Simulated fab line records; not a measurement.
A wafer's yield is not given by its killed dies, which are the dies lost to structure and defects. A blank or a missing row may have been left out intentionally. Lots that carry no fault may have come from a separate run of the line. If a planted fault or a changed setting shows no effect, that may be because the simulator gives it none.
Matching of chambers :: flow gf180mcu :: pecvd-02 running GF_V5_CVD_02: 3 sister chambers
The step deposits SiO2 from TEOS, target thk 1450 nm, time 163.28 s. 6 wafers are shown with their chamber, then 12 later ones without.

## WAFERS WITH THEIR CHAMBER
wafer: L084.1
chamber: 1
heaterPowerW (W): 690

wafer: L085.3
chamber: 2
heaterPowerW (W): 768

wafer: L085.5
chamber: 0
heaterPowerW (W): 588

wafer: L089.1
chamber: 2
heaterPowerW (W): 745

wafer: L089.2
chamber: 1
heaterPowerW (W): 622

wafer: L089.3
chamber: 0
heaterPowerW (W): 598

## WAFERS MISSING THEIR CHAMBER
wafer: L091.3
heaterPowerW (W): 605

wafer: L091.4
heaterPowerW (W): 646

wafer: L091.6
heaterPowerW (W): 511

wafer: L093.3
heaterPowerW (W): 586

wafer: L093.4
heaterPowerW (W): 611

wafer: L093.6
heaterPowerW (W): 741

wafer: L095.1
heaterPowerW (W): 763

wafer: L095.2
heaterPowerW (W): 601

wafer: L095.3
heaterPowerW (W): 650

wafer: L095.4
heaterPowerW (W): 627

wafer: L095.5
heaterPowerW (W): 497

wafer: L095.6
heaterPowerW (W): 679

## WHICH CHAMBER EACH WENT THROUGH
wafer: L091.3
from the rows above: can't be placed: 0 or 1
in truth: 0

wafer: L091.4
from the rows above: can't be placed: 1 or 0
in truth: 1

wafer: L091.6
from the rows above: 0
in truth: 0

wafer: L093.3
from the rows above: 0
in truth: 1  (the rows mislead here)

wafer: L093.4
from the rows above: can't be placed: 0 or 1
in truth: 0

wafer: L093.6
from the rows above: 2
in truth: 2

wafer: L095.1
from the rows above: 2
in truth: 2

wafer: L095.2
from the rows above: can't be placed: 0 or 1
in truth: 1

wafer: L095.3
from the rows above: can't be placed: 1 or 0
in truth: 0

wafer: L095.4
from the rows above: can't be placed: 1 or 0
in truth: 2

wafer: L095.5
from the rows above: 0
in truth: 0

wafer: L095.6
from the rows above: can't be placed: 1 or 2
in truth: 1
Correctly placed: 4 of 12. From these rows, 7 cannot be placed; in 6 the true chamber is one of the candidates. 1 placed wrongly.
How it was worked out, from the rows above alone: a wafer's distance from a chamber is the root of the sum, over the readings, of the square of ((its reading less the chamber's mean) divided by the reading's scatter). The wafer belongs to the nearest chamber; if the next one is less than 2 further off, it can't be placed. For every chamber, the mean is computed from those of its wafers that are shown. The scatter: the root of (the sum of the squares of (reading less its chamber's mean) over the shown wafers, divided by (wafers less chambers)).
